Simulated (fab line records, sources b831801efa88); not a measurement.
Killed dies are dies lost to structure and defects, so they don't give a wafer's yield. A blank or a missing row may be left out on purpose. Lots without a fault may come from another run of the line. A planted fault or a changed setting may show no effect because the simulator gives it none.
fab line records | flow sky130
record lots=6 wafers=18 last_day=52
route steps=708 shown LDD_N@249 LDD_P@255 PAD_OPEN@708
lots that met no fault: from a run of the same line without faults
start_h: hours from the record's first day to the start of the lot's first wafer shown | wait_h: hours since the lot's step before | " the same as in the row above | L1.1+2: a row that stands for several wafers | - no value, or no start given | * or withheld: withheld | < > ~ a bound
route shown NAME@n: a module of which the file shows steps, and the number in the route of the first | usual: mean/standard deviation of fault-free wafers | same: alike in all rows | chamber/n: place in a boat | sites: the reading at each site | _std_site: their standard deviation | _edge_site: outer sites' mean less inner sites' | radius_mm: how far each site lies from the wafer's centre | mask NAME#n: copy n | behind: the tool/chamber that last shaped the wafer | hold: why the lot was held/for how many hours/how that ended | device: the transistor (n, p or np) that didn't switch | end of line: the same wafers' tests at the end of the route | a step without rows: its recipe alone | killed: dies lost to structure and defects at the first sort, not the wafer's yield | map: a wafer's dies, x killed, . not, _ none there
set.NAME: the setting as run; set.NAME@STEP: as run at that earlier step | model.NAME: the simulator's own value behind a step, which no gauge read
lots at some steps of the route; a table a step, a row a wafer
services: from which hour (start_h, from the record's first day; less than 0 if before it) a tool's chamber was out of use, for how many hours, and why
## steps
# step SKY_LDD_N_IMPLANT_12
# recipe species=BF2 energy_kev=50 dose_cm2=5e+12 tilt_deg=30 rotation_deg=0
# step SKY_LDD_N_IMPLANT_13
# recipe species=BF2 energy_kev=50 dose_cm2=5e+12 tilt_deg=30 rotation_deg=90
# step SKY_LDD_N_IMPLANT_14
# recipe species=BF2 energy_kev=50 dose_cm2=5e+12 tilt_deg=30 rotation_deg=180
# step SKY_LDD_N_IMPLANT_15
# recipe species=BF2 energy_kev=50 dose_cm2=5e+12 tilt_deg=30 rotation_deg=270
# step SKY_LDD_N_STRIP_16
# recipe chemistry=O2/N2 power_w=1400 pressure_mtorr=1500 platen_temp_c=withheld o2_flow_sccm=3000 n2_flow_sccm=300 overash_fraction=0.5
# usual drypump_motor_current_A=5.80/0.27 n2_flow_sccm=299.9/0.95 oes_product_au=0.406/0.0049 strip_time_to_endpoint_s=4.313/0.015
# columns lot.wafer tool chamber start_h wait_h drypump_motor_current_A n2_flow_sccm oes_product_au rf_hours_counter_h strip_time_to_endpoint_s
L386.2 plasma_asher-04 0 340.67 0.1 5.55 301.1 0.410 66 4.301
L386.4 " 0 " " 5.57 299.4 0.403 - 4.322
L386.5 " 1 " " 5.92 299.3 0.405 - 4.296
L394.1 plasma_asher-04 1 411.62 0.1 5.89 300.6 0.400 73 4.300
L394.3 " 0 " " 5.56 299.1 0.406 - 4.323
L394.6 " 1 " " 5.85 299.6 0.406 - 4.314
L395.2 plasma_asher-03 1 411.92 0.1 6.15 299.7 0.403 57 4.338
L395.4 " 0 " " 5.82 299.7 0.405 - 4.331
L395.5 " 1 " " 6.15 300.4 0.401 - 4.339
L399.2 plasma_asher-01 0 437.72 0.1 5.22 298.8 0.411 31 4.302
L399.3 " 0 " " 5.25 300.9 0.408 - 4.308
L399.5 " 0 " " 5.23 299.3 0.403 - 4.325
L401.2 plasma_asher-03 1 464.79 0.1 6.16 300.8 0.410 63 4.324
L401.3 " 0 " " 5.82 299.2 0.404 - 4.310
L401.4 " 1 " " 6.18 300.5 0.410 - 4.292
L406.1 plasma_asher-03 0 678.47 0.1 5.85 300.9 0.407 85 4.285
L406.5 " 1 " " 6.16 299.1 0.402 - 4.315
L406.6 " 0 " " 5.83 300.3 0.409 - 4.301
# step SKY_LDD_N_TW_MEAS_17
# usual LDD_N_TW=2574/20
# columns lot.wafer tool chamber start_h wait_h LDD_N_TW
L386.2 film_metro-01 - 340.78 0.1 2566
L386.4 " - " " 2538
L386.5 " - " " 2565
L394.1 film_metro-04 - 411.72 0.1 2557
L394.3 " - " " 2568
L394.6 " - " " 2553
L395.2 film_metro-01 - 412.03 0.1 2545
L395.4 " - " " 2554
L395.5 " - " " 2545
L399.2 film_metro-03 - 437.83 0.1 2598
L399.3 " - " " 2601
L399.5 " - " " 2599
L401.2 film_metro-04 - 464.90 0.1 2557
L401.3 " - " " 2564
L401.4 " - " " 2562
L406.1 film_metro-01 - 678.57 0.1 2579
L406.5 " - " " 2571
L406.6 " - " " 2565
# step SKY_LDD_P_DEHYDRATE_00
# recipe temp_c=200 time_s=60
# step SKY_LDD_P_HMDS_01
# recipe prime_time_s=60 prime_temp_c=120
# step SKY_LDD_P_COAT_02
# recipe resist=NOVOLAK spin_rpm=3000 resist_thk_nm=1140
# step SKY_LDD_P_SOFTBAKE_03
# recipe temp_c=90 time_s=60 resist=NOVOLAK
# step SKY_LDD_P_EXPOSE_04
# recipe mask_id=PSDM na=0.6 source_shape=conventional sigma_outer=0.6 polarization=unpolarized target_cd_nm=380 dose_mj=138
# step SKY_LDD_P_PEB_05
# recipe temp_c=withheld time_s=* resist=NOVOLAK
# step SKY_LDD_P_DEVELOP_06
# recipe resist=NOVOLAK developer=TMAH develop_time_s=60 dev_temp_c=23
# usual chill_plate_temp_C=23.01/0.11 developer_temp_C=23.00/0.12
# columns lot.wafer tool chamber start_h wait_h chill_plate_temp_C developer_temp_C
L386.2 litho_track-01 0 368.19 0.1 23.02 23.13
L386.4 " 0 " " 23.16 23.08
L386.5 " 0 " " 23.02 23.13
L394.1 litho_track-01 0 440.41 0.1 22.88 25.24
L394.3 " 0 " " 22.69 25.22
L394.6 " 0 " " 22.89 25.48
L395.2 litho_track-01 0 440.74 0.1 22.91 25.27
L395.4 " 0 " " 23.06 25.41
L395.5 " 0 " " 23.10 25.26
L399.2 litho_track-03 0 468.56 0.1 23.01 22.90
L399.3 " 0 " " 23.22 23.07
L399.5 " 0 " " 23.07 22.82
L401.2 litho_track-02 0 493.91 0.1 23.00 23.09
L401.3 " 0 " " 23.05 23.03
L401.4 " 0 " " 22.94 23.18
L406.1 litho_track-02 0 706.99 0.1 22.95 23.10
L406.5 " 0 " " 22.89 23.07
L406.6 " 0 " " 22.88 23.07
# step SKY_LDD_P_CD_MEAS_07
# recipe target_cd_nm=380
# usual cd_nm=380.6/2.2
# columns lot.wafer tool chamber start_h wait_h cd_nm
L386.2 cd_sem-01 - 368.33 0.1 377.6
L386.4 " - " " 378.8
L386.5 " - " " 379.3
L394.1 cd_sem-02 - 440.56 0.1 372.8
L394.3 " - " " 374.0
L394.6 " - " " 374.8
L395.2 cd_sem-01 - 440.88 0.1 375.4
L395.4 " - " " 371.7
L395.5 " - " " 374.4
L399.2 cd_sem-01 - 468.71 0.1 380.7
L399.3 " - " " 379.1
L399.5 " - " " 381.2
L401.2 cd_sem-01 - 494.05 0.1 380.5
L401.3 " - " " 379.2
L401.4 " - " " 380.1
L406.1 cd_sem-01 - 707.14 0.1 378.1
L406.5 " - " " 380.0
L406.6 " - " " 379.3
# step SKY_LDD_P_OVL_MEAS_08
# usual LDD_P_OVL=-0.9/1.4
# columns lot.wafer tool chamber start_h wait_h LDD_P_OVL[nm]
L386.2 overlay-01 - 368.44 0.1 0.9
L386.4 " - " " -0.1
L386.5 " - " " 1.3
L394.1 overlay-02 - 440.68 0.1 -3.2
L394.3 " - " " -0.8
L394.6 " - " " -2.0
L395.2 overlay-01 - 440.99 0.1 0.4
L395.4 " - " " -0.6
L395.5 " - " " -0.2
L399.2 overlay-02 - 468.81 0.1 -1.3
L399.3 " - " " -1.4
L399.5 " - " " -2.5
L401.2 overlay-01 - 494.16 0.1 1.2
L401.3 " - " " -1.1
L401.4 " - " " -0.1
L406.1 overlay-01 - 707.26 0.1 -0.1
L406.5 " - " " -0.8
L406.6 " - " " -0.9
# step SKY_PAD_OPEN_PROBE_99
# usual killed_at_M0_to_M3=43/7 killed_at_M4_up=2.7/1.6 killed_at_contacts=24/5.3 killed_at_front_end=16/4.6 killed_at_other=0.3/0.53 killed_dies=86/9.3 killed_on_rim=17/4 killed_open=47/6.9 killed_short=38/6.1
# same gross_dies=492 killed_at_back_side=0
# columns lot.wafer tool chamber start_h wait_h killed_at_M0_to_M3 killed_at_M4_up killed_at_contacts killed_at_front_end killed_at_other killed_dies killed_on_rim killed_open killed_short
L386.2 prober-01 - 1040.56 0.1 50 1 23 14 0 88 22 45 43
L386.4 prober-01 - 1040.66 0.2 41 2 32 13 1 89 24 53 35
L386.5 prober-01 - 1040.71 0.2 55 2 21 22 0 100 29 60 38
L395.2 prober-02 - 1078.86 0.1 41 3 29 13 0 86 12 43 43
L395.4 prober-02 - 1078.96 0.2 48 3 19 11 1 82 17 44 38
L395.5 prober-02 - 1079.01 0.2 51 3 26 14 0 94 21 57 37
L394.1 prober-01 - 1080.31 0.1 58 2 19 18 0 97 16 54 43
L394.3 prober-01 - 1080.41 0.2 49 4 22 21 0 96 17 48 48
L394.6 prober-01 - 1080.56 0.2 46 2 22 20 0 90 18 51 39
L399.2 prober-01 - 1098.96 0.1 41 4 25 9 0 79 15 46 33
L399.3 prober-01 - 1099.01 0.2 52 3 23 10 0 88 24 45 43
L399.5 prober-01 - 1099.11 0.2 43 1 29 11 0 84 19 49 35
L401.2 prober-01 - 1113.51 0.1 40 5 26 17 0 88 17 52 36
L401.3 prober-01 - 1113.56 0.2 38 2 15 19 0 74 12 44 29
L401.4 prober-01 - 1113.61 0.2 42 6 11 20 0 79 7 44 34
L406.1 prober-02 - 1242.76 0.1 44 3 27 16 0 90 20 47 43
L406.5 prober-02 - 1242.96 0.2 37 2 31 19 2 91 12 51 39
L406.6 prober-02 - 1243.01 0.2 33 3 24 14 1 75 16 35 39
# killed by level:class
L386.2 METAL2:geometric_particle:short=10 LI_CONTACT:geometric_particle:open=9 VIA3:geometric_particle:open=8 FIELD_ISO:geometric_particle:short=6 VIA2:geometric_particle:open=5 VIA1:geometric_particle:open=5 METAL2:geometric_particle:open=5 CONTACT:geometric_particle:open=5
L386.4 CONTACT:geometric_particle:open=13 LI_CONTACT:geometric_particle:open=11 VIA1:geometric_particle:open=11 VIA3:geometric_particle:open=8 METAL1:geometric_particle:short=7 FIELD_ISO:geometric_particle:open=5 POLY_GATE:geometric_particle:short=4 LOCAL_INTERCONNECT:geometric_particle:short=4
L386.5 VIA1:geometric_particle:open=19 FIELD_ISO:geometric_particle:open=8 LI_CONTACT:geometric_particle:open=7 CONTACT:geometric_particle:open=7 FIELD_ISO:geometric_particle:short=6 METAL1:geometric_particle:short=6 VIA2:geometric_particle:open=6 METAL2:geometric_particle:short=5
L395.2 LI_CONTACT:geometric_particle:open=10 VIA1:geometric_particle:open=9 METAL2:geometric_particle:short=7 LI_CONTACT:geometric_particle:short=6 LOCAL_INTERCONNECT:geometric_particle:short=6 POLY_GATE:geometric_particle:short=5 CONTACT:geometric_particle:open=5 VIA3:geometric_particle:open=5
L395.4 METAL2:geometric_particle:short=9 VIA1:geometric_particle:open=9 VIA3:geometric_particle:open=9 LI_CONTACT:geometric_particle:open=6 VIA2:geometric_particle:open=6 CONTACT:geometric_particle:open=5 METAL1:geometric_particle:short=5 LI_CONTACT:geometric_particle:short=4
L395.5 VIA1:geometric_particle:open=12 LI_CONTACT:geometric_particle:open=10 VIA3:geometric_particle:open=9 VIA2:geometric_particle:open=8 CONTACT:geometric_particle:open=7 METAL2:geometric_particle:short=7 LI_CONTACT:geometric_particle:short=4 METAL1:geometric_particle:short=4
L394.1 VIA1:geometric_particle:open=12 VIA2:geometric_particle:open=11 POLY_GATE:geometric_particle:short=8 VIA3:geometric_particle:open=8 LI_CONTACT:geometric_particle:open=7 METAL1:geometric_particle:open=6 METAL1:geometric_particle:short=5 METAL2:geometric_particle:short=5
L394.3 VIA1:geometric_particle:open=13 FIELD_ISO:geometric_particle:open=8 CONTACT:geometric_particle:open=8 FIELD_ISO:geometric_particle:short=7 VIA1:geometric_particle:short=7 METAL2:geometric_particle:short=7 LI_CONTACT:geometric_particle:open=6 METAL1:geometric_particle:short=5
L394.6 VIA1:geometric_particle:open=19 CONTACT:geometric_particle:short=8 CONTACT:geometric_particle:open=7 VIA3:geometric_particle:open=6 FIELD_ISO:geometric_particle:open=5 METAL2:geometric_particle:short=5 FIELD_ISO:geometric_particle:short=4 POLY_GATE:geometric_particle:open=4
L399.2 VIA1:geometric_particle:open=10 LI_CONTACT:geometric_particle:open=9 CONTACT:geometric_particle:open=8 METAL1:geometric_particle:short=6 VIA3:geometric_particle:open=6 VIA2:geometric_particle:open=5 LOCAL_INTERCONNECT:geometric_particle:short=4 VIA3:geometric_particle:short=4
L399.3 VIA1:geometric_particle:open=12 CONTACT:geometric_particle:open=7 LI_CONTACT:geometric_particle:open=6 VIA1:geometric_particle:short=6 VIA2:geometric_particle:open=6 VIA3:geometric_particle:open=6 METAL2:geometric_particle:short=5 CONTACT:geometric_particle:short=4
L399.5 VIA1:geometric_particle:open=14 LI_CONTACT:geometric_particle:open=9 CONTACT:geometric_particle:open=9 METAL1:geometric_particle:short=6 CONTACT:geometric_particle:short=5 VIA1:geometric_particle:short=5 FIELD_ISO:geometric_particle:short=4 LOCAL_INTERCONNECT:geometric_particle:short=4
L401.2 CONTACT:geometric_particle:open=10 VIA1:geometric_particle:open=9 FIELD_ISO:geometric_particle:open=8 VIA3:geometric_particle:open=7 LI_CONTACT:geometric_particle:open=6 CONTACT:geometric_particle:short=6 VIA2:geometric_particle:open=6 METAL2:geometric_particle:short=6
L401.3 LI_CONTACT:geometric_particle:open=7 VIA1:geometric_particle:open=7 VIA2:geometric_particle:open=7 FIELD_ISO:geometric_particle:open=6 METAL2:geometric_particle:short=6 POLY_GATE:geometric_particle:open=5 VIA1:geometric_particle:short=5 VIA3:geometric_particle:open=5
L401.4 VIA1:geometric_particle:open=17 VIA2:geometric_particle:open=7 METAL2:geometric_particle:short=6 FIELD_ISO:geometric_particle:open=4 FIELD_ISO:geometric_particle:short=4 VIA3:geometric_particle:open=4 CONTACT:geometric_particle:open=4 VIA1:geometric_particle:short=4
L406.1 VIA1:geometric_particle:open=13 VIA3:geometric_particle:open=9 CONTACT:geometric_particle:open=8 VIA1:geometric_particle:short=7 POLY_GATE:geometric_particle:short=6 CONTACT:geometric_particle:short=6 LOCAL_INTERCONNECT:geometric_particle:short=5 POLY_GATE:geometric_particle:open=4
L406.5 LI_CONTACT:geometric_particle:open=13 CONTACT:geometric_particle:open=8 VIA1:geometric_particle:open=7 VIA3:geometric_particle:open=7 CONTACT:geometric_particle:short=6 METAL3:geometric_particle:short=6 SPACER:geometric_particle:short=5 METAL1:geometric_particle:short=5
L406.6 CONTACT:geometric_particle:open=8 VIA1:geometric_particle:open=8 VIA2:geometric_particle:open=6 CONTACT:geometric_particle:short=5 METAL1:geometric_particle:short=5 FIELD_ISO:geometric_particle:short=4 LI_CONTACT:geometric_particle:short=4 VIA3:geometric_particle:short=4
## services
# columns tool chamber start_h hours kind
litho_track-03 - 324.76 - consumable_replace:filter
plasma_asher-01 - 325.94 1.8 repair
plasma_asher-03 - 390.26 0.9 repair
plasma_asher-03 - 397.59 0.5 repair
plasma_asher-01 - 397.89 1.1 repair
plasma_asher-03 - 507.32 0.9 repair
plasma_asher-01 - 570.89 39.0 repair
plasma_asher-03 - 597.09 0.7 repair
plasma_asher-01 - 617.08 28.1 pm
plasma_asher-03 - 681.86 2.8 pm
## key
first_sign step=SKY_LDD_P_DEVELOP_06 reading=developer_temp_C direction=up sigmas=20 usual=* struck=*
effect step=SKY_LDD_P_CD_MEAS_07 reading=cd_nm direction=down sigmas=3 usual=380.6 struck=373.9
met_at SKY_LDD_P_DEVELOP_06
struck_wafers L394.1,L394.3,L394.6,L395.2,L395.4,L395.5
tester_left_out L394,L395
onset_between 368.19 440.41
fault kind=process_parameter_drift tool=litho_track-01 chamber=- onset_h=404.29 steps=SKY_LDD_P_DEVELOP_06 channel=dev_temp_c offset=* shape=step end_h=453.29 acts_in=* stated=*
# tester_left_out: of these lots the tester's yield and bins aren't shown, on N5 and GAA mostly nor the transistor test; their killed dies are dies lost to structure and defects alone, not to doping, threshold or leakage, so they don't give the yield
